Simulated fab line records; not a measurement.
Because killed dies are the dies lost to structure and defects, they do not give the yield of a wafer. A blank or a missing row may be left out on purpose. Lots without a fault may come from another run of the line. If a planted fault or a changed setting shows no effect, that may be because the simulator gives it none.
Problem report, 8D (eight disciplines) form, completed by code	flow gf180mcu	the parts of the form that need people (team, actions taken, sign-off) are left out

1. WHAT WENT WRONG
developer temp C at GF_M1_DEVELOP_13 reads a mean of 20.11 C on 6 wafers of 2 lots; wafers without a fault read 20.98 C with a standard deviation of 0.12. That is -7.3 standard deviations from the usual mean.
The step: develop time 60 s.
Earliest sighting: wafer L893.1 on litho track-01 at day 22 13:37. The record holds 39 wafers of 13 lots with a number at this step. The rule behind "out" and "out of limits": a value lying over 4 standard deviations away from the usual mean. The other wafers with a number count as sound.

2. WHAT IT IS, WHAT IT ISN'T
question	is	is not
which readings at this step	developer temp C	exhaust pa
which lots	L893, L894	L881, L882, L884, L885, L888, L889, L892, L896, L898, L899, L903
which wafers of those lots	all that have a number	-
read on which tools	litho track-01	litho track-03, litho track-04
when	from day 22 13:37	up to then (21 sound wafers); but 12 sound wafers of L896, L898, L899, L903 came after

3. WHAT RULES OUT EACH SUSPECT
Counting: a tool at any process step up to the reading remains a suspect when it ran all the lots that are out and ran no sound lot after the first of those.
- litho track-01 at GF_M1_DEVELOP_13 (develop time 60 s): kept. All lots that are out passed through it, beginning with L893 at day 22 13:37, and no sound lot followed; its final sound lot before that point was L892 at day 21 20:40. Its own readings are out on those wafers: developer temp C.
After counting, what remains is litho track-01 at GF_M1_DEVELOP_13.

4. THE CAUSE (what the simulator had put in)
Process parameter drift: litho track-01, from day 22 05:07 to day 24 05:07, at GF_M1_DEVELOP_13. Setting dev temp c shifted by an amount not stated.
Counting left only this tool.

5. THE EFFECT CHAIN, in route order
Each row: a reading whose mean over the struck wafers that have a number lies more than 3 standard deviations from the usual. Readings are gone through only where the record gives a usual standard deviation; hours: the median, over the lots, of the time from a lot's start at the first step in this table giving one to that lot's start at this step; sigmas: the change measured in usual standard deviations.
hours	step	reading	usual	on struck wafers	change	sigmas
0	GF_M1_DEVELOP_13	developer temp C	20.98 C	20.11	-0.87	-7.3
Its process steps:
- GF_M1_DEVELOP_13: develop time 60 s.
Later measuring or inspecting steps at which every struck wafer that the step has a row for has a number for every such reading, and none has moved that far: GF_M2_OVL_MEAS_15, GF_V3_THK_MEAS_01.

6. WHAT WOULD HAVE CAUGHT IT SOONER
8 hours passed between the start of the fault at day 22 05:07 and the first reading out of limits in this record, taken at day 22 13:37.
